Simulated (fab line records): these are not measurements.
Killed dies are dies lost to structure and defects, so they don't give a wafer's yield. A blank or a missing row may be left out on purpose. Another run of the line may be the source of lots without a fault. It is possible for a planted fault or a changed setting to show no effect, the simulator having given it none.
fab line records ; flow sky130 ; part 1 of 2: steps 1 to 30 of 31
[record] lots = 6; wafers = 18; last_day = 50
route steps=708 shown LI_CONTACT@375 LOCAL_INTERCONNECT@387 PAD_OPEN@708
lots with no fault: from the same line, run without faults
start_h: start of the lot's first displayed wafer, in hours after the record's first day ; wait_h: hours since the lot's step before ; " as in the row above ; L1.1+2: one row covering several wafers at once ; - no value, or no start was given ; * or withheld: withheld ; < > ~ a bound
route shown NAME@n: a module of which the file shows steps, and the number in the route of the first ; usual: mean and standard deviation over wafers with no fault ; same: alike in all rows ; chamber/n: place in a boat ; sites: per-site readings ; _std_site: the values' standard deviation ; _edge_site: the outer-site mean with the inner-site mean subtracted ; radius_mm: for every site, how far away it sits from the centre of the wafer ; mask NAME#n: copy n ; behind: the last tool/chamber to shape the wafer ; hold: cause of the lot's hold/its duration in hours/its outcome ; device: whichever transistor did not switch (one of n, p or np) ; end of line: tests of these same wafers at the route's end ; a step with no rows: only its recipe ; killed: dies lost to structure and defects at the first sort, not the wafer's yield ; map: shows each die of a wafer: x if killed, . if not, _ if none is there
set.NAME: the setting that was run; set.NAME@STEP: the one run at that earlier step ; model.NAME: the simulator's own value behind a step, which no gauge read
lots at some steps of the route; a table a step, a row a wafer
services: from which hour (start_h, from the record's first day; less than 0 if before it) a tool's chamber was out of use, for how many hours, and why
[[steps]]
[step SKY_LI_CONTACT_OVL_MEAS_13]
[usual] LI_CONTACT_OVL = 1/5.6
lot.wafer;tool;chamber;start_h;wait_h;LI_CONTACT_OVL[nm]
L724.1;overlay-01;-;711.27;0.1;-4
L724.2;overlay-01;-;711.27;0.1;5
L724.3;overlay-01;-;711.27;0.1;-5
L729.2;overlay-01;-;754.87;0.1;3
L729.3;overlay-01;-;754.87;0.1;-12
L729.5;overlay-01;-;754.87;0.1;-12
L738.2;overlay-01;-;815.73;0.1;4
L738.3;overlay-01;-;815.73;0.1;2
L738.5;overlay-01;-;815.73;0.1;-1
L739.2;overlay-01;-;824.43;0.1;0
L739.3;overlay-01;-;824.43;0.1;8
L739.5;overlay-01;-;824.43;0.1;5
L741.2;overlay-02;-;855.76;0.1;12
L741.4;overlay-02;-;855.76;0.1;4
L741.5;overlay-02;-;855.76;0.1;14
L743.1;overlay-02;-;856.70;0.1;4
L743.4;overlay-02;-;856.70;0.1;-9
L743.6;overlay-02;-;856.70;0.1;-6
[step SKY_LI_CONTACT_ETCH_14]
[recipe] chemistry = N2/H2; target = BARC; ion_energy_ev = 200; source_w = 500; bias_w = 100; pressure_mtorr = 30; n2_flow_sccm = 100; h2_flow_sccm = 200; stop_on = SiO2; time_s = 45.9; target_depth_a = 600
[step SKY_LI_CONTACT_ETCH_15]
[recipe] target = PSG; chemistry = C4F8/O2/Ar; stop_on = Si; taper_deg = 4.15; mask_material = KrF-thick; source_w = 1500; bias_w = 1200; pressure_mtorr = 40; c4f8_flow_sccm = withheld; O2_flow_sccm = 6; Ar_flow_sccm = 300; time_s = withheld; target_depth_a = 6000
[step SKY_LI_CONTACT_STRIP_16]
[recipe] chemistry = O2/N2; power_w = 1400; pressure_mtorr = 1500; platen_temp_c = withheld; o2_flow_sccm = 3000; n2_flow_sccm = 300; overash_fraction = 0.5
[usual] chamber_pressure_mTorr = 1500.0/1.2; drypump_motor_current_A = 5.7/0.35; oes_product_au = 0.376/0.0049; strip_time_to_endpoint_s = 3.52/0.05
lot.wafer;tool;chamber;start_h;wait_h;chamber_pressure_mTorr;drypump_motor_current_A;oes_product_au;rf_hours_counter_h;strip_time_to_endpoint_s
L724.1;plasma_asher-01;0;711.44;-;1498.6;6.2;0.379;27;3.55
L724.2;plasma_asher-01;1;711.44;-;1500.2;5.9;0.380;27;3.52
L724.3;plasma_asher-01;1;711.44;-;1499.8;5.9;0.376;-;3.58
L729.2;plasma_asher-04;0;755.02;-;1500.5;5.6;0.375;2;3.52
L729.3;plasma_asher-04;0;755.02;-;1499.4;5.6;0.382;-;3.61
L729.5;plasma_asher-04;0;755.02;-;1499.4;5.6;0.385;-;3.54
L738.2;plasma_asher-02;1;815.89;-;1498.7;5.7;0.380;103;3.57
L738.3;plasma_asher-02;0;815.89;-;1501.0;6.0;0.381;-;3.50
L738.5;plasma_asher-02;0;815.89;-;1498.7;6.0;0.380;-;3.52
L739.2;plasma_asher-02;0;824.59;-;1499.7;6.0;0.375;104;3.50
L739.3;plasma_asher-02;1;824.59;-;1498.7;5.7;0.370;-;3.52
L739.5;plasma_asher-02;0;824.59;-;1498.5;6.0;0.377;-;3.49
L741.2;plasma_asher-04;0;855.91;-;1498.8;5.6;0.382;11;3.56
L741.4;plasma_asher-04;1;855.91;-;1498.7;5.1;0.381;-;3.64
L741.5;plasma_asher-04;0;855.91;-;1499.9;5.6;0.372;-;3.56
L743.1;plasma_asher-01;1;856.86;-;1499.4;5.9;0.378;42;3.51
L743.4;plasma_asher-01;0;856.86;-;1500.5;6.2;0.373;-;3.48
L743.6;plasma_asher-01;1;856.86;-;1499.7;5.9;0.373;-;3.52
[step SKY_LI_CONTACT_CLEAN_17]
[recipe] chemistry = NMP; time_s = 600; temp_c = 60; dry = n2_spin
[step SKY_LI_CONTACT_PRE_CLEAN_18]
[recipe] gas = Ar; time_s = 5.6; bias_v = 358
[step SKY_LI_CONTACT_SPUTTER_19]
[recipe] material = Ti; target_thk_nm = 20; chamber_pressure_pa = 5; power_w = 2500; substrate_temp_c = 200; time_s = 106.37
[step SKY_LI_CONTACT_SPUTTER_20]
[recipe] material = TiN; target_thk_nm = 20; chamber_pressure_pa = 5; power_w = 4000; time_s = 80
[usual] cathode_dc_power_W = 4000.0/0.7; throttle_valve_pct = 30.0/1.3
lot.wafer;tool;chamber;start_h;wait_h;cathode_dc_power_W;throttle_valve_pct
L724.1;pvd_sputter-04;-;711.81;0.0;3999.2;28.9
L724.2;pvd_sputter-04;-;711.81;0.0;4001.5;31.0
L724.3;pvd_sputter-04;-;711.81;0.0;4000.4;29.4
L729.2;pvd_sputter-04;-;755.41;0.0;4001.6;29.4
L729.3;pvd_sputter-04;-;755.41;0.0;4000.6;28.6
L729.5;pvd_sputter-04;-;755.41;0.0;4000.6;31.0
L738.2;pvd_sputter-04;-;816.26;0.0;4000.5;28.9
L738.3;pvd_sputter-04;-;816.26;0.0;4000.7;29.4
L738.5;pvd_sputter-04;-;816.26;0.0;4000.3;30.9
L739.2;pvd_sputter-02;-;824.96;0.0;4000.2;29.0
L739.3;pvd_sputter-02;-;824.96;0.0;4000.9;31.2
L739.5;pvd_sputter-02;-;824.96;0.0;4000.1;28.8
L741.2;pvd_sputter-01;-;856.30;0.0;3998.4;29.8
L741.4;pvd_sputter-01;-;856.30;0.0;4001.0;31.8
L741.5;pvd_sputter-01;-;856.30;0.0;3999.7;31.7
L743.1;pvd_sputter-02;-;857.25;0.0;4000.6;31.1
L743.4;pvd_sputter-02;-;857.25;0.0;4001.7;31.5
L743.6;pvd_sputter-02;-;857.25;0.0;3999.9;32.3
[step SKY_LI_CONTACT_CVD_21]
[recipe] material = W; target_thk_nm = 400; time_s = 120.56; temp_c = 400; pressure_torr = 40
[step SKY_LI_CONTACT_RS_MEAS_22]
[recipe] thk_meas_gauge = four-point-probe; reads = W_of_LI_CONTACT_CVD_21+TiN_of_LI_CONTACT_SPUTTER_20+Ti_of_LI_CONTACT_SPUTTER_19
[usual] LI_CONTACT_W_RS = 0.284/0.0048
lot.wafer;tool;chamber;start_h;wait_h;LI_CONTACT_W_RS[ohm/sq]
L724.1;film_metro-04;-;711.99;0.1;0.285
L724.2;film_metro-04;-;711.99;0.1;0.275
L724.3;film_metro-04;-;711.99;0.1;0.277
L729.2;film_metro-03;-;755.62;0.1;0.290
L729.3;film_metro-03;-;755.62;0.1;0.284
L729.5;film_metro-03;-;755.62;0.1;0.286
L738.2;film_metro-02;-;816.47;0.1;0.287
L738.3;film_metro-02;-;816.47;0.1;0.282
L738.5;film_metro-02;-;816.47;0.1;0.287
L739.2;film_metro-03;-;825.17;0.1;0.278
L739.3;film_metro-03;-;825.17;0.1;0.283
L739.5;film_metro-03;-;825.17;0.1;0.278
L741.2;film_metro-03;-;856.51;0.1;0.283
L741.4;film_metro-03;-;856.51;0.1;0.283
L741.5;film_metro-03;-;856.51;0.1;0.276
L743.1;film_metro-02;-;857.44;0.1;0.277
L743.4;film_metro-02;-;857.44;0.1;0.283
L743.6;film_metro-02;-;857.44;0.1;0.285
[step SKY_LI_CONTACT_THK_MEAS_23]
[recipe] thk_meas_gauge = xrf; reads = W_of_LI_CONTACT_CVD_21
[usual] LI_CONTACT_W_THK = 408/8.4
lot.wafer;tool;chamber;start_h;wait_h;LI_CONTACT_W_THK[nm]
L724.1;film_metro-04;-;712.11;0.1;402
L724.2;film_metro-04;-;712.11;0.1;417
L724.3;film_metro-04;-;712.11;0.1;411
L729.2;film_metro-03;-;755.73;0.1;393
L729.3;film_metro-03;-;755.73;0.1;401
L729.5;film_metro-03;-;755.73;0.1;398
L738.2;film_metro-02;-;816.58;0.1;403
L738.3;film_metro-02;-;816.58;0.1;414
L738.5;film_metro-02;-;816.58;0.1;406
L739.2;film_metro-03;-;825.28;0.1;414
L739.3;film_metro-03;-;825.28;0.1;403
L739.5;film_metro-03;-;825.28;0.1;412
L741.2;film_metro-03;-;856.62;0.1;410
L741.4;film_metro-03;-;856.62;0.1;412
L741.5;film_metro-03;-;856.62;0.1;420
L743.1;film_metro-02;-;857.56;0.1;426
L743.4;film_metro-02;-;857.56;0.1;414
L743.6;film_metro-02;-;857.56;0.1;411
[step SKY_LI_CONTACT_CMP_24]
[recipe] stop_on = PSG; t_overpolish_s = 20; down_force_psi = 3.5; platen_rpm = 60; target_thk_nm = 0; pad_velocity_m_s = 0.94248
[usual] motor_current_A = 10.5/0.76; overpolish_run_s = 19.999/0.0085; time_to_endpoint_s = 95/7.1
lot.wafer;tool;chamber;start_h;wait_h;motor_current_A;overpolish_run_s;time_to_endpoint_s
L724.3;cmp-02;1;712.17;0.0;10.8;20.001;108
L724.2;cmp-02;2;712.17;0.0;9.3;20.001;106
L724.1;cmp-02;0;712.17;0.0;11.5;19.992;93
L729.2;cmp-01;2;755.83;0.1;9.8;20.009;85
L729.3;cmp-01;0;755.83;0.1;11.1;20.010;90
L729.5;cmp-01;1;755.83;0.1;10.7;19.987;95
L738.2;cmp-01;0;816.63;0.0;11.7;20.002;92
L738.3;cmp-01;1;816.63;0.0;10.9;19.997;98
L738.5;cmp-01;0;816.63;0.0;11.0;20.001;92
L739.2;cmp-01;0;825.38;0.1;11.2;19.997;91
L739.3;cmp-01;1;825.38;0.1;10.5;19.986;93
L739.5;cmp-01;3;825.38;0.1;10.6;19.993;98
L741.2;cmp-02;2;856.72;0.1;9.4;19.996;102
L741.4;cmp-02;3;856.72;0.1;10.2;20.000;103
L741.5;cmp-02;1;856.72;0.1;10.8;19.992;108
L743.4;cmp-01;3;857.62;0.0;10.6;19.998;95
L743.1;cmp-01;2;857.62;0.0;9.1;20.005;95
L743.6;cmp-01;3;857.62;0.0;10.2;19.988;98
[step SKY_LOCAL_INTERCONNECT_SPUTTER_00]
[recipe] material = TiN; target_thk_nm = 100; temp_c = 300; power_w = 6500; time_s = 83.3; chamber_pressure_pa = 0.4
[usual] cathode_dc_power_W = 6499.9/1.3; throttle_valve_pct = 30.3/1.3
lot.wafer;tool;chamber;start_h;wait_h;cathode_dc_power_W;throttle_valve_pct;model.TiN_of_LOCAL_INTERCONNECT_SPUTTER_00.thk_nm
L724.1;pvd_sputter-03;-;712.47;0.1;6499.5;29.8;99.48
L724.2;pvd_sputter-03;-;712.47;0.1;6500.3;31.2;100.1
L724.3;pvd_sputter-03;-;712.47;0.1;6497.9;28.3;103.2
L729.2;pvd_sputter-03;-;756.08;0.2;6499.4;31.0;98.59
L729.3;pvd_sputter-03;-;756.08;0.2;6500.3;31.0;98.77
L729.5;pvd_sputter-03;-;756.08;0.2;6499.0;31.0;98.94
L738.2;pvd_sputter-03;-;816.93;0.2;6351.6;31.1;98.72
L738.3;pvd_sputter-03;-;816.93;0.2;6351.4;28.5;99.13
L738.5;pvd_sputter-03;-;816.93;0.2;6349.3;29.9;96.87
L739.2;pvd_sputter-03;-;825.63;0.2;6349.2;31.2;97.89
L739.3;pvd_sputter-03;-;825.63;0.2;6349.0;28.5;98.94
L739.5;pvd_sputter-03;-;825.63;0.2;6347.2;29.9;97.17
L741.2;pvd_sputter-01;-;856.97;0.2;6499.3;30.9;99.58
L741.4;pvd_sputter-01;-;856.97;0.2;6499.7;30.0;99.14
L741.5;pvd_sputter-01;-;856.97;0.2;6500.9;29.9;98.49
L743.1;pvd_sputter-01;-;857.92;0.1;6499.6;31.1;97.89
L743.4;pvd_sputter-01;-;857.92;0.1;6500.6;29.6;97.49
L743.6;pvd_sputter-01;-;857.92;0.1;6500.0;32.0;97.44
[step SKY_LOCAL_INTERCONNECT_RS_MEAS_01]
[recipe] thk_meas_gauge = four-point-probe; reads = TiN_of_LOCAL_INTERCONNECT_SPUTTER_00
[usual] LOCAL_INTERCONNECT_TIN_RS = 14.20/0.19
lot.wafer;tool;chamber;start_h;wait_h;LOCAL_INTERCONNECT_TIN_RS[ohm/sq]
L724.1;film_metro-02;-;712.54;0.0;14.25
L724.2;film_metro-02;-;712.54;0.0;14.13
L724.3;film_metro-02;-;712.54;0.0;13.69
L729.2;film_metro-01;-;756.16;0.1;14.35
L729.3;film_metro-01;-;756.16;0.1;14.31
L729.5;film_metro-01;-;756.16;0.1;14.27
L738.2;film_metro-01;-;817.01;0.1;14.33
L738.3;film_metro-01;-;817.01;0.1;14.23
L738.5;film_metro-01;-;817.01;0.1;14.60
L739.2;film_metro-02;-;825.71;0.1;14.49
L739.3;film_metro-02;-;825.71;0.1;14.30
L739.5;film_metro-02;-;825.71;0.1;14.58
L741.2;film_metro-01;-;857.05;0.1;14.17
L741.4;film_metro-01;-;857.05;0.1;14.23
L741.5;film_metro-01;-;857.05;0.1;14.30
L743.1;film_metro-02;-;857.98;0.0;14.46
L743.4;film_metro-02;-;857.98;0.0;14.52
L743.6;film_metro-02;-;857.98;0.0;14.50
[step SKY_LOCAL_INTERCONNECT_THK_MEAS_02]
[recipe] thk_meas_gauge = xrf; reads = TiN_of_LOCAL_INTERCONNECT_SPUTTER_00
[usual] LOCAL_INTERCONNECT_TIN_THK = 97.6/1.4
lot.wafer;tool;chamber;start_h;wait_h;LOCAL_INTERCONNECT_TIN_THK[nm]
L724.1;film_metro-02;-;712.66;0.1;97.4
L724.2;film_metro-02;-;712.66;0.1;99.0
L724.3;film_metro-02;-;712.66;0.1;101.9
L729.2;film_metro-01;-;756.27;0.1;97.1
L729.3;film_metro-01;-;756.27;0.1;96.8
L729.5;film_metro-01;-;756.27;0.1;96.9
L738.2;film_metro-01;-;817.12;0.1;97.1
L738.3;film_metro-01;-;817.12;0.1;97.7
L738.5;film_metro-01;-;817.12;0.1;94.9
L739.2;film_metro-02;-;825.82;0.1;95.7
L739.3;film_metro-02;-;825.82;0.1;97.3
L739.5;film_metro-02;-;825.82;0.1;94.4
L741.2;film_metro-01;-;857.16;0.1;97.4
L741.4;film_metro-01;-;857.16;0.1;97.6
L741.5;film_metro-01;-;857.16;0.1;96.6
L743.1;film_metro-02;-;858.10;0.1;95.7
L743.4;film_metro-02;-;858.10;0.1;95.7
L743.6;film_metro-02;-;858.10;0.1;95.5
[step SKY_LOCAL_INTERCONNECT_DEHYDRATE_03]
[recipe] temp_c = 200; time_s = 60
[step SKY_LOCAL_INTERCONNECT_HMDS_04]
[recipe] prime_time_s = 60; prime_temp_c = 120
[step SKY_LOCAL_INTERCONNECT_COAT_05]
[recipe] resist = BARC; temp_c = withheld; time_s = withheld; spin_rpm = 3000; resist_thk_nm = 60
[step SKY_LOCAL_INTERCONNECT_COAT_06]
[recipe] resist = KrF-thick; spin_rpm = 3000; resist_thk_nm = 450
[step SKY_LOCAL_INTERCONNECT_SOFTBAKE_07]
[recipe] temp_c = 98.99; time_s = 90; resist = KrF-thick
[step SKY_LOCAL_INTERCONNECT_EXPOSE_08]
[recipe] mask_id = LI1M; na = 0.8; source_shape = annular; sigma_inner = 0.55; sigma_outer = 0.85; target_cd_nm = 170; dose_mj = 28
[step SKY_LOCAL_INTERCONNECT_PEB_09]
[recipe] peb_temp_c = withheld; peb_time_s = withheld; resist = KrF-thick
[step SKY_LOCAL_INTERCONNECT_DEVELOP_10]
[recipe] develop_time_s = 60; resist = KrF-thick; dev_temp_c = 21
[step SKY_LOCAL_INTERCONNECT_CD_MEAS_11]
[recipe] target_cd_nm = 170
[usual] cd_nm = 170.5/1.8
lot.wafer;tool;chamber;start_h;wait_h;cd_nm
L724.1;cd_sem-02;-;739.35;-;171.8
L724.2;cd_sem-02;-;739.35;-;172.4
L724.3;cd_sem-02;-;739.35;-;173.2
L729.2;cd_sem-01;-;783.37;-;167.8
L729.3;cd_sem-01;-;783.37;-;167.8
L729.5;cd_sem-01;-;783.37;-;168.2
L738.2;cd_sem-01;-;843.55;-;169.7
L738.3;cd_sem-01;-;843.55;-;172.2
L738.5;cd_sem-01;-;843.55;-;171.6
L739.2;cd_sem-02;-;852.25;-;171.2
L739.3;cd_sem-02;-;852.25;-;172.6
L739.5;cd_sem-02;-;852.25;-;171.2
L741.2;cd_sem-01;-;881.85;-;170.7
L741.4;cd_sem-01;-;881.85;-;170.4
L741.5;cd_sem-01;-;881.85;-;169.2
L743.1;cd_sem-02;-;884.33;-;171.9
L743.4;cd_sem-02;-;884.33;-;173.3
L743.6;cd_sem-02;-;884.33;-;173.4
[step SKY_LOCAL_INTERCONNECT_OVL_MEAS_12]
[usual] LOCAL_INTERCONNECT_OVL = -3/4.6
lot.wafer;tool;chamber;start_h;wait_h;LOCAL_INTERCONNECT_OVL[nm]
L724.1;overlay-02;-;739.47;0.1;6
L724.2;overlay-02;-;739.47;0.1;3
L724.3;overlay-02;-;739.47;0.1;-7
L729.2;overlay-01;-;783.48;0.1;4
L729.3;overlay-01;-;783.48;0.1;7
L729.5;overlay-01;-;783.48;0.1;6
L738.2;overlay-02;-;843.66;0.1;-9
L738.3;overlay-02;-;843.66;0.1;-3
L738.5;overlay-02;-;843.66;0.1;-7
L739.2;overlay-01;-;852.36;0.1;-4
L739.3;overlay-01;-;852.36;0.1;-7
L739.5;overlay-01;-;852.36;0.1;-8
L741.2;overlay-01;-;881.96;0.1;-6
L741.4;overlay-01;-;881.96;0.1;-1
L741.5;overlay-01;-;881.96;0.1;-4
L743.1;overlay-02;-;884.46;0.1;-9
L743.4;overlay-02;-;884.46;0.1;-8
L743.6;overlay-02;-;884.46;0.1;-7
[step SKY_LOCAL_INTERCONNECT_ETCH_13]
[recipe] chemistry = N2/H2; target = BARC; ion_energy_ev = 200; bias_w = 100; pressure_mtorr = 30; n2_flow_sccm = 100; h2_flow_sccm = 200; icp_w = 500; stop_on = SiO2; time_s = 45.9; target_depth_a = 600
[usual] chamber_pressure_mTorr = 30.002/0.028; drypump_motor_current_A = 5.7/0.48; oes_product_au = 0.855/0.0048; throttle_valve_pct = 13.224/0.0096
lot.wafer;tool;chamber;start_h;wait_h;chamber_pressure_mTorr;drypump_motor_current_A;oes_product_au;rf_hours_counter_h;throttle_valve_pct
L724.1;rie_metal-03;0;739.51;0.0;30.042;5.8;0.856;10;13.223
L724.2;rie_metal-03;1;739.51;0.0;30.030;6.3;0.844;14;13.219
L724.3;rie_metal-03;1;739.51;0.0;30.014;6.3;0.867;-;13.214
L729.2;rie_metal-03;1;783.51;0.0;29.959;6.4;0.859;15;13.228
L729.3;rie_metal-03;0;783.51;0.0;29.956;5.8;0.849;-;13.228
L729.5;rie_metal-03;1;783.51;0.0;30.027;6.3;0.851;-;13.230
L738.2;rie_metal-04;1;843.69;0.0;30.035;5.7;0.853;11;13.248
L738.3;rie_metal-04;0;843.69;0.0;30.025;5.4;0.861;-;13.217
L738.5;rie_metal-04;0;843.69;0.0;29.975;5.4;0.848;-;13.216
L739.2;rie_metal-01;0;852.39;0.0;30.023;4.9;0.857;12;13.208
L739.3;rie_metal-01;1;852.39;0.0;30.035;6.0;0.852;-;13.221
L739.5;rie_metal-01;0;852.39;0.0;29.918;4.9;0.850;-;13.218
L741.2;rie_metal-01;0;881.99;0.0;30.002;4.9;0.859;13;13.219
L741.4;rie_metal-01;0;881.99;0.0;30.013;5.0;0.850;-;13.226
L741.5;rie_metal-01;1;881.99;0.0;30.008;6.0;0.854;-;13.219
L743.1;rie_metal-03;1;884.50;0.0;30.038;6.3;0.848;2;13.234
L743.4;rie_metal-03;1;884.50;0.0;29.950;6.3;0.858;-;13.228
L743.6;rie_metal-03;1;884.50;0.0;29.965;6.3;0.858;-;13.221
[step SKY_LOCAL_INTERCONNECT_METAL_ETCH_14]
[recipe] target_depth_nm = 110; stop_on = PSG; chemistry = Cl2/BCl3; target = TiN; resist_sidewall_deg = 88; pressure_mtorr = 10; icp_w = 900; bias_w = 48.5; Cl2_flow_sccm = 60; bcl3_flow_sccm = 30; time_s = 31.4
[usual] chamber_pressure_mTorr = 9.999/0.0083; drypump_motor_current_A = 5.7/0.48; oes_product_au = 0.938/0.008; throttle_valve_pct = 21.903/0.0098
lot.wafer;tool;chamber;start_h;wait_h;chamber_pressure_mTorr;drypump_motor_current_A;oes_product_au;rf_hours_counter_h;throttle_valve_pct;model.etch.depth_nm;model.LOCAL_INTERCONNECT.feature_depth_nm
L724.1;rie_metal-03;0;739.57;0.0;9.998;5.7;0.937;10;21.915;99.48;99.48
L724.2;rie_metal-03;1;739.57;0.0;10.008;6.3;0.949;14;21.912;100.1;100.1
L724.3;rie_metal-03;1;739.57;0.0;9.992;6.3;0.955;-;21.896;103.2;103.2
L729.2;rie_metal-03;1;783.57;0.0;9.988;6.3;0.939;15;21.919;98.59;98.59
L729.3;rie_metal-03;0;783.57;0.0;9.993;5.7;0.930;-;21.912;98.77;98.77
L729.5;rie_metal-03;1;783.57;0.0;10.004;6.3;0.931;-;21.912;98.94;98.94
L738.2;rie_metal-04;1;843.75;0.0;9.999;5.7;0.931;11;21.907;98.72;98.72
L738.3;rie_metal-04;0;843.75;0.0;9.995;5.3;0.935;-;21.896;99.13;99.13
L738.5;rie_metal-04;0;843.75;0.0;10.007;5.4;0.925;-;21.912;96.87;96.87
L739.2;rie_metal-01;0;852.45;0.0;9.992;4.9;0.925;12;21.915;97.89;97.89
L739.3;rie_metal-01;1;852.45;0.0;10.004;6.0;0.936;-;21.905;98.94;98.94
L739.5;rie_metal-01;0;852.45;0.0;10.001;4.9;0.909;-;21.923;97.17;97.17
L741.2;rie_metal-01;0;882.05;0.0;9.990;4.9;0.937;13;21.902;99.58;99.58
L741.4;rie_metal-01;0;882.05;0.0;9.997;4.9;0.944;-;21.907;99.14;99.14
L741.5;rie_metal-01;1;882.05;0.0;10.007;6.0;0.936;-;21.893;98.49;98.49
L743.1;rie_metal-03;1;884.62;0.1;10.008;6.3;0.918;2;21.901;97.89;97.89
L743.4;rie_metal-03;1;884.62;0.1;9.997;6.3;0.930;-;21.917;97.49;97.49
L743.6;rie_metal-03;1;884.62;0.1;10.008;6.3;0.928;-;21.901;97.44;97.44
[step SKY_LOCAL_INTERCONNECT_STRIP_15]
[recipe] chemistry = O2/N2; power_w = 1400; pressure_mtorr = 1500; platen_temp_c = withheld; o2_flow_sccm = 3000; n2_flow_sccm = 300; overash_fraction = 0.5
[usual] chamber_pressure_mTorr = 1500.4/1.4; drypump_motor_current_A = 5.57/0.25; oes_product_au = 0.427/0.0046; strip_time_to_endpoint_s = 4.727/0.022
lot.wafer;tool;chamber;start_h;wait_h;chamber_pressure_mTorr;drypump_motor_current_A;oes_product_au;rf_hours_counter_h;strip_time_to_endpoint_s
L724.1;plasma_asher-03;0;739.62;0.0;1501.9;5.52;0.422;55;4.697
L724.2;plasma_asher-03;1;739.62;0.0;1499.5;5.58;0.434;55;4.741
L724.3;plasma_asher-03;1;739.62;0.0;1500.4;5.54;0.430;-;4.735
L729.2;plasma_asher-04;1;783.62;0.0;1498.7;5.14;0.430;4;4.749
L729.3;plasma_asher-04;0;783.62;0.0;1497.7;5.57;0.426;-;4.695
L729.5;plasma_asher-04;1;783.62;0.0;1502.5;5.16;0.426;-;4.752
L738.2;plasma_asher-03;0;843.80;0.0;1500.4;5.50;0.432;65;4.764
L738.3;plasma_asher-03;1;843.80;0.0;1501.2;5.59;0.429;-;4.752
L738.5;plasma_asher-03;1;843.80;0.0;1500.5;5.56;0.427;-;4.756
L739.2;plasma_asher-02;1;852.50;0.0;1498.5;5.72;0.421;106;4.700
L739.3;plasma_asher-02;1;852.50;0.0;1499.2;5.74;0.426;-;4.699
L739.5;plasma_asher-02;0;852.50;0.0;1503.1;5.99;0.426;-;4.717
L741.2;plasma_asher-03;1;882.10;0.0;1499.0;5.56;0.431;69;4.728
L741.4;plasma_asher-03;0;882.10;0.0;1503.4;5.49;0.424;-;4.729
L741.5;plasma_asher-03;0;882.10;0.0;1501.4;5.50;0.433;-;4.720
L743.1;plasma_asher-03;1;884.73;0.1;1500.0;5.58;0.425;69;4.720
L743.4;plasma_asher-03;0;884.73;0.1;1502.0;5.49;0.421;-;4.726
L743.6;plasma_asher-03;0;884.73;0.1;1503.5;5.49;0.423;-;4.720
[step SKY_LOCAL_INTERCONNECT_STRIP_16]
[recipe] chemistry = post_etch_residue_remover; time_s = 1200; temp_c = 72.5
lot.wafer;tool;chamber;start_h;wait_h;model.TiN_of_LOCAL_INTERCONNECT_SPUTTER_00.thk_nm
L724.1;wet_bench-01;0;739.72;0.1;99.06
L724.2;wet_bench-01;0;739.72;0.1;99.7
L724.3;wet_bench-01;0;739.72;0.1;102.8
L729.2;wet_bench-04;1;783.72;0.1;98.17
L729.3;wet_bench-04;1;783.72;0.1;98.35
L729.5;wet_bench-04;1;783.72;0.1;98.52
L738.2;wet_bench-01;3;843.90;0.1;98.3
L738.3;wet_bench-01;3;843.90;0.1;98.71
L738.5;wet_bench-01;3;843.90;0.1;96.45
L739.2;wet_bench-04;0;852.60;0.1;97.47
L739.3;wet_bench-04;0;852.60;0.1;98.52
L739.5;wet_bench-04;0;852.60;0.1;96.75
L741.2;wet_bench-01;0;882.20;0.1;99.16
L741.4;wet_bench-01;0;882.20;0.1;98.72
L741.5;wet_bench-01;0;882.20;0.1;98.07
L743.1;wet_bench-02;2;884.83;0.1;97.47
L743.4;wet_bench-02;2;884.83;0.1;97.06
L743.6;wet_bench-02;2;884.83;0.1;97.02
[step SKY_LOCAL_INTERCONNECT_CLEAN_17]
[recipe] chemistry = IPA; time_s = 180; temp_c = 25
[[key]]
[first_sign] step = SKY_LOCAL_INTERCONNECT_SPUTTER_00; reading = cathode_dc_power_W; direction = down; sigmas = 99+; usual = 6499.9; struck = 6349.6
effect none on later readings
[model_effect] step = SKY_LOCAL_INTERCONNECT_SPUTTER_00; value = TiN_of_LOCAL_INTERCONNECT_SPUTTER_00.thk_nm; without = 100.4; struck = 98.12
[model_effect] step = SKY_LOCAL_INTERCONNECT_METAL_ETCH_14; value = etch.depth_nm; without = 100.4; struck = 98.12
[model_effect] step = SKY_LOCAL_INTERCONNECT_STRIP_16; value = TiN_of_LOCAL_INTERCONNECT_SPUTTER_00.thk_nm; without = 100; struck = 97.7
[model_effect] step = SKY_PAD_OPEN_PROBE_99; value = etest.res_li.rs_ohm_sq; without = 12.69; struck = 12.99
met_at SKY_LOCAL_INTERCONNECT_SPUTTER_00
struck_wafers L738.2,L738.3,L738.5,L739.2,L739.3,L739.5
tester_left_out L738,L739
onset_between 756.08 816.93
[fault] kind = process_parameter_drift; tool = pvd_sputter-03; chamber = -; onset_h = 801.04; steps = SKY_LOCAL_INTERCONNECT_SPUTTER_00; channel = power_w; offset = *; shape = step; end_h = 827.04; acts_in = *; stated = *
// tester_left_out: of these lots the tester's yield and bins aren't shown, on N5 and GAA mostly nor the transistor test; their killed dies are dies lost to structure and defects alone, not to doping, threshold or leakage, so they don't give the yield
